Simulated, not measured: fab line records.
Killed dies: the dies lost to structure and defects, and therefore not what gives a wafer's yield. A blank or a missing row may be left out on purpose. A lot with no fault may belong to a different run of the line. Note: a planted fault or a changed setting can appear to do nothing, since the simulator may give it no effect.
fab line records / flow gf180mcu
record lots=14 wafers=42 last-day=34
route steps=602 shown M4@470 V4@479 MIM@505
lots that met no fault: taken from a fault-free run of the same line
start-h: hours from the record's opening day to when the first of the lot's shown wafers began / wait-h: hours from the lot's prior step to this one / " same as the row above / L1.1+2: a single row standing in for several wafers / - no value present, or no start provided / * or withheld: withheld / < > ~ a bound
route shown NAME@n: NAME is a module with steps in the file, n the number in the route of the first one / usual: mean/standard deviation of fault-free wafers / same: alike in all rows / chamber/n: place in a boat / sites: readings site by site / _std_site: standard deviation across them / _edge_site: mean of outer sites minus mean of inner sites / radius-mm: for every site, how far away it sits from the centre of the wafer / mask NAME#n: copy n / behind: the tool/chamber that last shaped the wafer / hold: reason for holding the lot/hours on hold/outcome of the hold / device: the transistor (n, p or np) that didn't switch / end of line: tests of these same wafers at the route's end / a step with no rows: only its recipe / killed: dies lost to structure and defects at the first sort, not the wafer's yield / map: dies across one wafer; x = killed, . = not, _ = none there
set.NAME: the setting as run; set.NAME@STEP: as run at that earlier step / model.NAME: the simulator's own value behind a step, which no gauge read
route steps across a sampled set of lots; one table per step, one row per wafer
services: a tool's chamber out of use, with start hour (start-h, from the record's first day; less than 0 if before it), hours out, and reason
## steps
# step GF_M4_CD_MEAS_14
# recipe target-cd-nm=280
# usual cd-nm=280.2/1.4
lot.wafer=L255.1 tool=cd-sem-01 chamber=- start-h=534.38 wait-h=0.1 cd-nm=280.1
lot.wafer=L255.2 tool=cd-sem-01 chamber=- start-h=534.38 wait-h=0.1 cd-nm=280.6
lot.wafer=L255.5 tool=cd-sem-01 chamber=- start-h=534.38 wait-h=0.1 cd-nm=278.9
lot.wafer=L257.1 tool=cd-sem-02 chamber=- start-h=556.18 wait-h=0.1 cd-nm=279.9
lot.wafer=L257.2 tool=cd-sem-02 chamber=- start-h=556.18 wait-h=0.1 cd-nm=279.0
lot.wafer=L257.5 tool=cd-sem-02 chamber=- start-h=556.18 wait-h=0.1 cd-nm=280.0
lot.wafer=L258.2 tool=cd-sem-01 chamber=- start-h=562.26 wait-h=0.1 cd-nm=280.0
lot.wafer=L258.3 tool=cd-sem-01 chamber=- start-h=562.26 wait-h=0.1 cd-nm=281.8
lot.wafer=L258.5 tool=cd-sem-01 chamber=- start-h=562.26 wait-h=0.1 cd-nm=281.2
lot.wafer=L259.1 tool=cd-sem-02 chamber=- start-h=571.18 wait-h=0.1 cd-nm=279.4
lot.wafer=L259.5 tool=cd-sem-02 chamber=- start-h=571.18 wait-h=0.1 cd-nm=279.3
lot.wafer=L259.6 tool=cd-sem-02 chamber=- start-h=571.18 wait-h=0.1 cd-nm=277.7
lot.wafer=L262.3 tool=cd-sem-01 chamber=- start-h=598.07 wait-h=0.1 cd-nm=279.9
lot.wafer=L262.5 tool=cd-sem-01 chamber=- start-h=598.07 wait-h=0.1 cd-nm=280.7
lot.wafer=L262.6 tool=cd-sem-01 chamber=- start-h=598.07 wait-h=0.1 cd-nm=280.3
lot.wafer=L266.4 tool=cd-sem-02 chamber=- start-h=628.79 wait-h=0.1 cd-nm=278.8
lot.wafer=L266.5 tool=cd-sem-02 chamber=- start-h=628.79 wait-h=0.1 cd-nm=279.4
lot.wafer=L266.6 tool=cd-sem-02 chamber=- start-h=628.79 wait-h=0.1 cd-nm=279.5
lot.wafer=L267.2 tool=cd-sem-02 chamber=- start-h=634.81 wait-h=0.1 cd-nm=280.3
lot.wafer=L267.4 tool=cd-sem-02 chamber=- start-h=634.81 wait-h=0.1 cd-nm=280.7
lot.wafer=L267.5 tool=cd-sem-02 chamber=- start-h=634.81 wait-h=0.1 cd-nm=280.3
lot.wafer=L270.1 tool=cd-sem-02 chamber=- start-h=658.53 wait-h=0.1 cd-nm=278.8
lot.wafer=L270.4 tool=cd-sem-02 chamber=- start-h=658.53 wait-h=0.1 cd-nm=280.3
lot.wafer=L270.5 tool=cd-sem-02 chamber=- start-h=658.53 wait-h=0.1 cd-nm=278.9
lot.wafer=L271.1 tool=cd-sem-01 chamber=- start-h=662.48 wait-h=0.1 cd-nm=280.7
lot.wafer=L271.3 tool=cd-sem-01 chamber=- start-h=662.48 wait-h=0.1 cd-nm=279.8
lot.wafer=L271.6 tool=cd-sem-01 chamber=- start-h=662.48 wait-h=0.1 cd-nm=280.3
lot.wafer=L273.1 tool=cd-sem-02 chamber=- start-h=678.89 wait-h=0.1 cd-nm=279.9
lot.wafer=L273.3 tool=cd-sem-02 chamber=- start-h=678.89 wait-h=0.1 cd-nm=279.7
lot.wafer=L273.5 tool=cd-sem-02 chamber=- start-h=678.89 wait-h=0.1 cd-nm=279.5
lot.wafer=L275.1 tool=cd-sem-01 chamber=- start-h=687.77 wait-h=0.2 cd-nm=276.7
lot.wafer=L275.4 tool=cd-sem-01 chamber=- start-h=687.77 wait-h=0.2 cd-nm=277.3
lot.wafer=L275.5 tool=cd-sem-01 chamber=- start-h=687.77 wait-h=0.2 cd-nm=277.6
lot.wafer=L276.1 tool=cd-sem-01 chamber=- start-h=697.73 wait-h=0.1 cd-nm=279.7
lot.wafer=L276.2 tool=cd-sem-01 chamber=- start-h=697.73 wait-h=0.1 cd-nm=279.2
lot.wafer=L276.6 tool=cd-sem-01 chamber=- start-h=697.73 wait-h=0.1 cd-nm=280.7
lot.wafer=L277.1 tool=cd-sem-02 chamber=- start-h=703.39 wait-h=0.1 cd-nm=281.6
lot.wafer=L277.3 tool=cd-sem-02 chamber=- start-h=703.39 wait-h=0.1 cd-nm=281.6
lot.wafer=L277.6 tool=cd-sem-02 chamber=- start-h=703.39 wait-h=0.1 cd-nm=281.0
lot.wafer=L278.1 tool=cd-sem-02 chamber=- start-h=710.73 wait-h=0.1 cd-nm=279.9
lot.wafer=L278.2 tool=cd-sem-02 chamber=- start-h=710.73 wait-h=0.1 cd-nm=280.3
lot.wafer=L278.6 tool=cd-sem-02 chamber=- start-h=710.73 wait-h=0.1 cd-nm=281.7
# step GF_V4_THK_MEAS_03
# recipe reads=SiO2_of_V4_CVD_02
# usual V4_CVD_02_THK=851/9.7
lot.wafer=L255.1 tool=film-metro-02 chamber=- start-h=535.53 wait-h=0.0 V4_CVD_02_THK[nm]=852
lot.wafer=L255.2 tool=film-metro-02 chamber=- start-h=535.53 wait-h=0.0 V4_CVD_02_THK[nm]=853
lot.wafer=L255.5 tool=film-metro-02 chamber=- start-h=535.53 wait-h=0.0 V4_CVD_02_THK[nm]=860
lot.wafer=L257.1 tool=film-metro-02 chamber=- start-h=557.18 wait-h=0.0 V4_CVD_02_THK[nm]=842
lot.wafer=L257.2 tool=film-metro-02 chamber=- start-h=557.18 wait-h=0.0 V4_CVD_02_THK[nm]=842
lot.wafer=L257.5 tool=film-metro-02 chamber=- start-h=557.18 wait-h=0.0 V4_CVD_02_THK[nm]=847
lot.wafer=L258.2 tool=film-metro-03 chamber=- start-h=563.26 wait-h=0.0 V4_CVD_02_THK[nm]=845
lot.wafer=L258.3 tool=film-metro-03 chamber=- start-h=563.26 wait-h=0.0 V4_CVD_02_THK[nm]=849
lot.wafer=L258.5 tool=film-metro-03 chamber=- start-h=563.26 wait-h=0.0 V4_CVD_02_THK[nm]=851
lot.wafer=L259.1 tool=film-metro-02 chamber=- start-h=572.18 wait-h=0.0 V4_CVD_02_THK[nm]=855
lot.wafer=L259.5 tool=film-metro-02 chamber=- start-h=572.18 wait-h=0.0 V4_CVD_02_THK[nm]=863
lot.wafer=L259.6 tool=film-metro-02 chamber=- start-h=572.18 wait-h=0.0 V4_CVD_02_THK[nm]=858
lot.wafer=L262.3 tool=film-metro-03 chamber=- start-h=599.21 wait-h=0.1 V4_CVD_02_THK[nm]=852
lot.wafer=L262.5 tool=film-metro-03 chamber=- start-h=599.21 wait-h=0.1 V4_CVD_02_THK[nm]=867
lot.wafer=L262.6 tool=film-metro-03 chamber=- start-h=599.21 wait-h=0.1 V4_CVD_02_THK[nm]=864
lot.wafer=L266.4 tool=film-metro-03 chamber=- start-h=629.89 wait-h=0.0 V4_CVD_02_THK[nm]=851
lot.wafer=L266.5 tool=film-metro-03 chamber=- start-h=629.89 wait-h=0.0 V4_CVD_02_THK[nm]=855
lot.wafer=L266.6 tool=film-metro-03 chamber=- start-h=629.89 wait-h=0.0 V4_CVD_02_THK[nm]=864
lot.wafer=L267.2 tool=film-metro-01 chamber=- start-h=635.89 wait-h=0.0 V4_CVD_02_THK[nm]=848
lot.wafer=L267.4 tool=film-metro-01 chamber=- start-h=635.89 wait-h=0.0 V4_CVD_02_THK[nm]=848
lot.wafer=L267.5 tool=film-metro-01 chamber=- start-h=635.89 wait-h=0.0 V4_CVD_02_THK[nm]=849
lot.wafer=L270.1 tool=film-metro-02 chamber=- start-h=659.53 wait-h=0.0 V4_CVD_02_THK[nm]=839
lot.wafer=L270.4 tool=film-metro-02 chamber=- start-h=659.53 wait-h=0.0 V4_CVD_02_THK[nm]=856
lot.wafer=L270.5 tool=film-metro-02 chamber=- start-h=659.53 wait-h=0.0 V4_CVD_02_THK[nm]=848
lot.wafer=L271.1 tool=film-metro-02 chamber=- start-h=663.48 wait-h=0.0 V4_CVD_02_THK[nm]=839
lot.wafer=L271.3 tool=film-metro-02 chamber=- start-h=663.48 wait-h=0.0 V4_CVD_02_THK[nm]=834
lot.wafer=L271.6 tool=film-metro-02 chamber=- start-h=663.48 wait-h=0.0 V4_CVD_02_THK[nm]=842
lot.wafer=L273.1 tool=film-metro-03 chamber=- start-h=679.89 wait-h=0.0 V4_CVD_02_THK[nm]=844
lot.wafer=L273.3 tool=film-metro-03 chamber=- start-h=679.89 wait-h=0.0 V4_CVD_02_THK[nm]=848
lot.wafer=L273.5 tool=film-metro-03 chamber=- start-h=679.89 wait-h=0.0 V4_CVD_02_THK[nm]=856
lot.wafer=L275.1 tool=film-metro-01 chamber=- start-h=688.78 wait-h=0.0 V4_CVD_02_THK[nm]=845
lot.wafer=L275.4 tool=film-metro-01 chamber=- start-h=688.78 wait-h=0.0 V4_CVD_02_THK[nm]=852
lot.wafer=L275.5 tool=film-metro-01 chamber=- start-h=688.78 wait-h=0.0 V4_CVD_02_THK[nm]=866
lot.wafer=L276.1 tool=film-metro-01 chamber=- start-h=698.73 wait-h=0.0 V4_CVD_02_THK[nm]=849
lot.wafer=L276.2 tool=film-metro-01 chamber=- start-h=698.73 wait-h=0.0 V4_CVD_02_THK[nm]=842
lot.wafer=L276.6 tool=film-metro-01 chamber=- start-h=698.73 wait-h=0.0 V4_CVD_02_THK[nm]=863
lot.wafer=L277.1 tool=film-metro-01 chamber=- start-h=704.39 wait-h=0.0 V4_CVD_02_THK[nm]=855
lot.wafer=L277.3 tool=film-metro-01 chamber=- start-h=704.39 wait-h=0.0 V4_CVD_02_THK[nm]=853
lot.wafer=L277.6 tool=film-metro-01 chamber=- start-h=704.39 wait-h=0.0 V4_CVD_02_THK[nm]=872
lot.wafer=L278.1 tool=film-metro-02 chamber=- start-h=711.85 wait-h=0.0 V4_CVD_02_THK[nm]=843
lot.wafer=L278.2 tool=film-metro-02 chamber=- start-h=711.85 wait-h=0.0 V4_CVD_02_THK[nm]=854
lot.wafer=L278.6 tool=film-metro-02 chamber=- start-h=711.85 wait-h=0.0 V4_CVD_02_THK[nm]=854
# step GF_MIM_SPUTTER_02
# recipe material=AlCu target-thk-nm=450 power-w=10600 time-s=23.9 chamber-pressure-pa=0.4
# usual cathode-dc-power-W=10600/2 chamber-pressure-pa=0.4001/0.00074 throttle-valve-pct=30.2/0.79
lot.wafer=L255.1 tool=pvd-sputter-03 chamber=- start-h=559.98 wait-h=0.0 cathode-dc-power-W=10598 chamber-pressure-pa=0.4008 throttle-valve-pct=29.4
lot.wafer=L255.2 tool=pvd-sputter-03 chamber=- start-h=559.98 wait-h=0.0 cathode-dc-power-W=10601 chamber-pressure-pa=0.4002 throttle-valve-pct=30.9
lot.wafer=L255.5 tool=pvd-sputter-03 chamber=- start-h=559.98 wait-h=0.0 cathode-dc-power-W=10598 chamber-pressure-pa=0.4003 throttle-valve-pct=30.6
lot.wafer=L257.1 tool=pvd-sputter-01 chamber=- start-h=580.99 wait-h=0.0 cathode-dc-power-W=10602 chamber-pressure-pa=0.3999 throttle-valve-pct=29.7
lot.wafer=L257.2 tool=pvd-sputter-01 chamber=- start-h=580.99 wait-h=0.0 cathode-dc-power-W=10596 chamber-pressure-pa=0.3992 throttle-valve-pct=30.2
lot.wafer=L257.5 tool=pvd-sputter-01 chamber=- start-h=580.99 wait-h=0.0 cathode-dc-power-W=10600 chamber-pressure-pa=0.4003 throttle-valve-pct=29.8
lot.wafer=L258.2 tool=pvd-sputter-01 chamber=- start-h=587.03 wait-h=0.0 cathode-dc-power-W=10599 chamber-pressure-pa=0.4013 throttle-valve-pct=29.3
lot.wafer=L258.3 tool=pvd-sputter-01 chamber=- start-h=587.03 wait-h=0.0 cathode-dc-power-W=10599 chamber-pressure-pa=0.3998 throttle-valve-pct=30.3
lot.wafer=L258.5 tool=pvd-sputter-01 chamber=- start-h=587.03 wait-h=0.0 cathode-dc-power-W=10601 chamber-pressure-pa=0.4005 throttle-valve-pct=30.3
lot.wafer=L259.1 tool=pvd-sputter-03 chamber=- start-h=595.23 wait-h=0.0 cathode-dc-power-W=10600 chamber-pressure-pa=0.3998 throttle-valve-pct=30.6
lot.wafer=L259.5 tool=pvd-sputter-03 chamber=- start-h=595.23 wait-h=0.0 cathode-dc-power-W=10600 chamber-pressure-pa=0.3997 throttle-valve-pct=31.5
lot.wafer=L259.6 tool=pvd-sputter-03 chamber=- start-h=595.23 wait-h=0.0 cathode-dc-power-W=10600 chamber-pressure-pa=0.3990 throttle-valve-pct=30.5
lot.wafer=L262.3 tool=pvd-sputter-04 chamber=- start-h=621.83 wait-h=0.0 cathode-dc-power-W=10597 chamber-pressure-pa=0.3999 throttle-valve-pct=30.1
lot.wafer=L262.5 tool=pvd-sputter-04 chamber=- start-h=621.83 wait-h=0.0 cathode-dc-power-W=10598 chamber-pressure-pa=0.4013 throttle-valve-pct=28.6
lot.wafer=L262.6 tool=pvd-sputter-04 chamber=- start-h=621.83 wait-h=0.0 cathode-dc-power-W=10602 chamber-pressure-pa=0.3989 throttle-valve-pct=30.4
lot.wafer=L266.4 tool=pvd-sputter-01 chamber=- start-h=651.43 wait-h=0.0 cathode-dc-power-W=- chamber-pressure-pa=- throttle-valve-pct=-
lot.wafer=L266.5 tool=pvd-sputter-01 chamber=- start-h=651.43 wait-h=0.0 cathode-dc-power-W=- chamber-pressure-pa=- throttle-valve-pct=-
lot.wafer=L266.6 tool=pvd-sputter-01 chamber=- start-h=651.43 wait-h=0.0 cathode-dc-power-W=- chamber-pressure-pa=- throttle-valve-pct=-
lot.wafer=L267.2 tool=pvd-sputter-01 chamber=- start-h=657.38 wait-h=0.0 cathode-dc-power-W=- chamber-pressure-pa=- throttle-valve-pct=-
lot.wafer=L267.4 tool=pvd-sputter-01 chamber=- start-h=657.38 wait-h=0.0 cathode-dc-power-W=- chamber-pressure-pa=- throttle-valve-pct=-
lot.wafer=L267.5 tool=pvd-sputter-01 chamber=- start-h=657.38 wait-h=0.0 cathode-dc-power-W=- chamber-pressure-pa=- throttle-valve-pct=-
lot.wafer=L270.1 tool=pvd-sputter-03 chamber=- start-h=680.86 wait-h=0.0 cathode-dc-power-W=10599 chamber-pressure-pa=0.3998 throttle-valve-pct=30.6
lot.wafer=L270.4 tool=pvd-sputter-03 chamber=- start-h=680.86 wait-h=0.0 cathode-dc-power-W=10600 chamber-pressure-pa=0.3986 throttle-valve-pct=31.0
lot.wafer=L270.5 tool=pvd-sputter-03 chamber=- start-h=680.86 wait-h=0.0 cathode-dc-power-W=10601 chamber-pressure-pa=0.3997 throttle-valve-pct=31.7
lot.wafer=L271.1 tool=pvd-sputter-01 chamber=- start-h=684.68 wait-h=0.0 cathode-dc-power-W=10602 chamber-pressure-pa=0.3991 throttle-valve-pct=30.2
lot.wafer=L271.3 tool=pvd-sputter-01 chamber=- start-h=684.68 wait-h=0.0 cathode-dc-power-W=10601 chamber-pressure-pa=0.3999 throttle-valve-pct=29.9
lot.wafer=L271.6 tool=pvd-sputter-01 chamber=- start-h=684.68 wait-h=0.0 cathode-dc-power-W=10599 chamber-pressure-pa=0.4014 throttle-valve-pct=29.7
lot.wafer=L273.1 tool=pvd-sputter-04 chamber=- start-h=700.87 wait-h=0.0 cathode-dc-power-W=10601 chamber-pressure-pa=0.3993 throttle-valve-pct=28.8
lot.wafer=L273.3 tool=pvd-sputter-04 chamber=- start-h=700.87 wait-h=0.0 cathode-dc-power-W=10599 chamber-pressure-pa=0.4015 throttle-valve-pct=30.5
lot.wafer=L273.5 tool=pvd-sputter-04 chamber=- start-h=700.87 wait-h=0.0 cathode-dc-power-W=10599 chamber-pressure-pa=0.3998 throttle-valve-pct=30.2
lot.wafer=L275.1 tool=pvd-sputter-01 chamber=- start-h=709.76 wait-h=0.0 cathode-dc-power-W=10601 chamber-pressure-pa=0.3988 throttle-valve-pct=30.0
lot.wafer=L275.4 tool=pvd-sputter-01 chamber=- start-h=709.76 wait-h=0.0 cathode-dc-power-W=10601 chamber-pressure-pa=0.4005 throttle-valve-pct=30.4
lot.wafer=L275.5 tool=pvd-sputter-01 chamber=- start-h=709.76 wait-h=0.0 cathode-dc-power-W=10601 chamber-pressure-pa=0.3997 throttle-valve-pct=30.3
lot.wafer=L276.1 tool=pvd-sputter-04 chamber=- start-h=718.68 wait-h=0.0 cathode-dc-power-W=10597 chamber-pressure-pa=0.4006 throttle-valve-pct=30.1
lot.wafer=L276.2 tool=pvd-sputter-04 chamber=- start-h=718.68 wait-h=0.0 cathode-dc-power-W=10602 chamber-pressure-pa=0.3999 throttle-valve-pct=28.9
lot.wafer=L276.6 tool=pvd-sputter-04 chamber=- start-h=718.68 wait-h=0.0 cathode-dc-power-W=10602 chamber-pressure-pa=0.3997 throttle-valve-pct=30.3
lot.wafer=L277.1 tool=pvd-sputter-03 chamber=- start-h=724.15 wait-h=0.0 cathode-dc-power-W=10602 chamber-pressure-pa=0.4006 throttle-valve-pct=30.5
lot.wafer=L277.3 tool=pvd-sputter-03 chamber=- start-h=724.15 wait-h=0.0 cathode-dc-power-W=10604 chamber-pressure-pa=0.4004 throttle-valve-pct=29.2
lot.wafer=L277.6 tool=pvd-sputter-03 chamber=- start-h=724.15 wait-h=0.0 cathode-dc-power-W=10599 chamber-pressure-pa=0.4013 throttle-valve-pct=31.6
lot.wafer=L278.1 tool=pvd-sputter-01 chamber=- start-h=732.02 wait-h=0.0 cathode-dc-power-W=10596 chamber-pressure-pa=0.4008 throttle-valve-pct=29.8
lot.wafer=L278.2 tool=pvd-sputter-01 chamber=- start-h=732.02 wait-h=0.0 cathode-dc-power-W=10601 chamber-pressure-pa=0.3998 throttle-valve-pct=30.4
lot.wafer=L278.6 tool=pvd-sputter-01 chamber=- start-h=732.02 wait-h=0.0 cathode-dc-power-W=10600 chamber-pressure-pa=0.4003 throttle-valve-pct=30.0
# step GF_MIM_SPUTTER_04
# recipe material=TiN target-thk-nm=50 power-w=6500 time-s=41.7 chamber-pressure-pa=0.4
# usual cathode-dc-power-W=6500.1/1.2 chamber-pressure-pa=0.4000/0.0008 throttle-valve-pct=30.2/0.8
lot.wafer=L255.1 tool=pvd-sputter-03 chamber=- start-h=560.03 wait-h=0.0 cathode-dc-power-W=6499.6 chamber-pressure-pa=0.4004 throttle-valve-pct=29.2
lot.wafer=L255.2 tool=pvd-sputter-03 chamber=- start-h=560.03 wait-h=0.0 cathode-dc-power-W=6499.8 chamber-pressure-pa=0.3992 throttle-valve-pct=31.0
lot.wafer=L255.5 tool=pvd-sputter-03 chamber=- start-h=560.03 wait-h=0.0 cathode-dc-power-W=6501.3 chamber-pressure-pa=0.4000 throttle-valve-pct=30.7
lot.wafer=L257.1 tool=pvd-sputter-01 chamber=- start-h=581.04 wait-h=0.0 cathode-dc-power-W=6500.1 chamber-pressure-pa=0.3998 throttle-valve-pct=29.7
lot.wafer=L257.2 tool=pvd-sputter-01 chamber=- start-h=581.04 wait-h=0.0 cathode-dc-power-W=6499.0 chamber-pressure-pa=0.3993 throttle-valve-pct=30.4
lot.wafer=L257.5 tool=pvd-sputter-01 chamber=- start-h=581.04 wait-h=0.0 cathode-dc-power-W=6500.6 chamber-pressure-pa=0.4003 throttle-valve-pct=29.9
lot.wafer=L258.2 tool=pvd-sputter-01 chamber=- start-h=587.08 wait-h=0.0 cathode-dc-power-W=6498.3 chamber-pressure-pa=0.3987 throttle-valve-pct=29.4
lot.wafer=L258.3 tool=pvd-sputter-01 chamber=- start-h=587.08 wait-h=0.0 cathode-dc-power-W=6500.1 chamber-pressure-pa=0.3995 throttle-valve-pct=30.4
lot.wafer=L258.5 tool=pvd-sputter-01 chamber=- start-h=587.08 wait-h=0.0 cathode-dc-power-W=6501.3 chamber-pressure-pa=0.3993 throttle-valve-pct=30.3
lot.wafer=L259.1 tool=pvd-sputter-03 chamber=- start-h=595.28 wait-h=0.0 cathode-dc-power-W=6499.4 chamber-pressure-pa=0.3999 throttle-valve-pct=30.4
lot.wafer=L259.5 tool=pvd-sputter-03 chamber=- start-h=595.28 wait-h=0.0 cathode-dc-power-W=6499.7 chamber-pressure-pa=0.4024 throttle-valve-pct=31.7
lot.wafer=L259.6 tool=pvd-sputter-03 chamber=- start-h=595.28 wait-h=0.0 cathode-dc-power-W=6499.0 chamber-pressure-pa=0.4004 throttle-valve-pct=30.8
lot.wafer=L262.3 tool=pvd-sputter-04 chamber=- start-h=621.88 wait-h=0.0 cathode-dc-power-W=6500.2 chamber-pressure-pa=0.3992 throttle-valve-pct=30.3
lot.wafer=L262.5 tool=pvd-sputter-04 chamber=- start-h=621.88 wait-h=0.0 cathode-dc-power-W=6500.9 chamber-pressure-pa=0.3987 throttle-valve-pct=28.3
lot.wafer=L262.6 tool=pvd-sputter-04 chamber=- start-h=621.88 wait-h=0.0 cathode-dc-power-W=6500.0 chamber-pressure-pa=0.4000 throttle-valve-pct=30.3
lot.wafer=L266.4 tool=pvd-sputter-01 chamber=- start-h=651.48 wait-h=0.0 cathode-dc-power-W=6499.2 chamber-pressure-pa=0.4011 throttle-valve-pct=29.1
lot.wafer=L266.5 tool=pvd-sputter-01 chamber=- start-h=651.48 wait-h=0.0 cathode-dc-power-W=6500.6 chamber-pressure-pa=0.4005 throttle-valve-pct=30.1
lot.wafer=L266.6 tool=pvd-sputter-01 chamber=- start-h=651.48 wait-h=0.0 cathode-dc-power-W=6500.7 chamber-pressure-pa=0.4008 throttle-valve-pct=29.9
lot.wafer=L267.2 tool=pvd-sputter-01 chamber=- start-h=657.43 wait-h=0.0 cathode-dc-power-W=6501.1 chamber-pressure-pa=0.3994 throttle-valve-pct=29.1
lot.wafer=L267.4 tool=pvd-sputter-01 chamber=- start-h=657.43 wait-h=0.0 cathode-dc-power-W=6501.3 chamber-pressure-pa=0.4001 throttle-valve-pct=30.2
lot.wafer=L267.5 tool=pvd-sputter-01 chamber=- start-h=657.43 wait-h=0.0 cathode-dc-power-W=6499.5 chamber-pressure-pa=0.4006 throttle-valve-pct=29.3
lot.wafer=L270.1 tool=pvd-sputter-03 chamber=- start-h=680.91 wait-h=0.0 cathode-dc-power-W=6503.0 chamber-pressure-pa=0.3994 throttle-valve-pct=30.3
lot.wafer=L270.4 tool=pvd-sputter-03 chamber=- start-h=680.91 wait-h=0.0 cathode-dc-power-W=6500.4 chamber-pressure-pa=0.3995 throttle-valve-pct=31.1
lot.wafer=L270.5 tool=pvd-sputter-03 chamber=- start-h=680.91 wait-h=0.0 cathode-dc-power-W=6501.3 chamber-pressure-pa=0.3996 throttle-valve-pct=31.6
lot.wafer=L271.1 tool=pvd-sputter-01 chamber=- start-h=684.73 wait-h=0.0 cathode-dc-power-W=6503.5 chamber-pressure-pa=0.4000 throttle-valve-pct=30.2
lot.wafer=L271.3 tool=pvd-sputter-01 chamber=- start-h=684.73 wait-h=0.0 cathode-dc-power-W=6501.0 chamber-pressure-pa=0.3996 throttle-valve-pct=29.8
lot.wafer=L271.6 tool=pvd-sputter-01 chamber=- start-h=684.73 wait-h=0.0 cathode-dc-power-W=6500.8 chamber-pressure-pa=0.4000 throttle-valve-pct=29.9
lot.wafer=L273.1 tool=pvd-sputter-04 chamber=- start-h=700.92 wait-h=0.0 cathode-dc-power-W=6499.8 chamber-pressure-pa=0.3995 throttle-valve-pct=28.7
lot.wafer=L273.3 tool=pvd-sputter-04 chamber=- start-h=700.92 wait-h=0.0 cathode-dc-power-W=6501.2 chamber-pressure-pa=0.3983 throttle-valve-pct=30.2
lot.wafer=L273.5 tool=pvd-sputter-04 chamber=- start-h=700.92 wait-h=0.0 cathode-dc-power-W=6498.9 chamber-pressure-pa=0.4009 throttle-valve-pct=30.4
lot.wafer=L275.1 tool=pvd-sputter-01 chamber=- start-h=709.81 wait-h=0.0 cathode-dc-power-W=6500.9 chamber-pressure-pa=0.3991 throttle-valve-pct=29.7
lot.wafer=L275.4 tool=pvd-sputter-01 chamber=- start-h=709.81 wait-h=0.0 cathode-dc-power-W=6500.8 chamber-pressure-pa=0.4002 throttle-valve-pct=30.3
lot.wafer=L275.5 tool=pvd-sputter-01 chamber=- start-h=709.81 wait-h=0.0 cathode-dc-power-W=6498.4 chamber-pressure-pa=0.4000 throttle-valve-pct=30.1
lot.wafer=L276.1 tool=pvd-sputter-04 chamber=- start-h=718.73 wait-h=0.0 cathode-dc-power-W=6498.1 chamber-pressure-pa=0.3991 throttle-valve-pct=30.4
lot.wafer=L276.2 tool=pvd-sputter-04 chamber=- start-h=718.73 wait-h=0.0 cathode-dc-power-W=6500.1 chamber-pressure-pa=0.3997 throttle-valve-pct=28.4
lot.wafer=L276.6 tool=pvd-sputter-04 chamber=- start-h=718.73 wait-h=0.0 cathode-dc-power-W=6500.2 chamber-pressure-pa=0.4004 throttle-valve-pct=30.2
lot.wafer=L277.1 tool=pvd-sputter-03 chamber=- start-h=724.21 wait-h=0.0 cathode-dc-power-W=6501.4 chamber-pressure-pa=0.3993 throttle-valve-pct=30.5
lot.wafer=L277.3 tool=pvd-sputter-03 chamber=- start-h=724.21 wait-h=0.0 cathode-dc-power-W=6500.3 chamber-pressure-pa=0.3990 throttle-valve-pct=29.0
lot.wafer=L277.6 tool=pvd-sputter-03 chamber=- start-h=724.21 wait-h=0.0 cathode-dc-power-W=6498.2 chamber-pressure-pa=0.4005 throttle-valve-pct=31.6
lot.wafer=L278.1 tool=pvd-sputter-01 chamber=- start-h=732.07 wait-h=0.0 cathode-dc-power-W=6499.2 chamber-pressure-pa=0.3988 throttle-valve-pct=30.0
lot.wafer=L278.2 tool=pvd-sputter-01 chamber=- start-h=732.07 wait-h=0.0 cathode-dc-power-W=6499.6 chamber-pressure-pa=0.3986 throttle-valve-pct=30.4
lot.wafer=L278.6 tool=pvd-sputter-01 chamber=- start-h=732.07 wait-h=0.0 cathode-dc-power-W=6499.2 chamber-pressure-pa=0.3980 throttle-valve-pct=29.9
## services
tool=pvd-sputter-04 chamber=- start-h=612.29 hours=5.0 kind=repair
tool=pvd-sputter-03 chamber=- start-h=691.60 hours=4.9 kind=repair
## key
first-sign step=GF_MIM_SPUTTER_02 reading=tool-record direction=missing
effect none on later readings
met-at GF_MIM_SPUTTER_02
struck-lots L266,L267
later-rows-left-out L266.4,L266.5,L266.6,L267.2,L267.4,L267.5
sort-left-out L266.4,L266.5,L266.6,L267.2,L267.4,L267.5
not-acting-at GF_M4_CD_MEAS_14,GF_V4_THK_MEAS_03,GF_MIM_SPUTTER_04
onset-between 587.03 651.43
fault kind=skipped-step-whole tool=pvd-sputter-01 chamber=- onset-h=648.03 steps=GF_MIM_SPUTTER_02 scope=struck-lots-only
# sort-left-out: the simulated sort isn't trusted on such a fault, so these wafers' sort isn't shown, and their yield isn't known
# later-rows-left-out: the simulator's readings of these wafers behind a module that went badly wrong aren't trusted and aren't shown, but for the sort
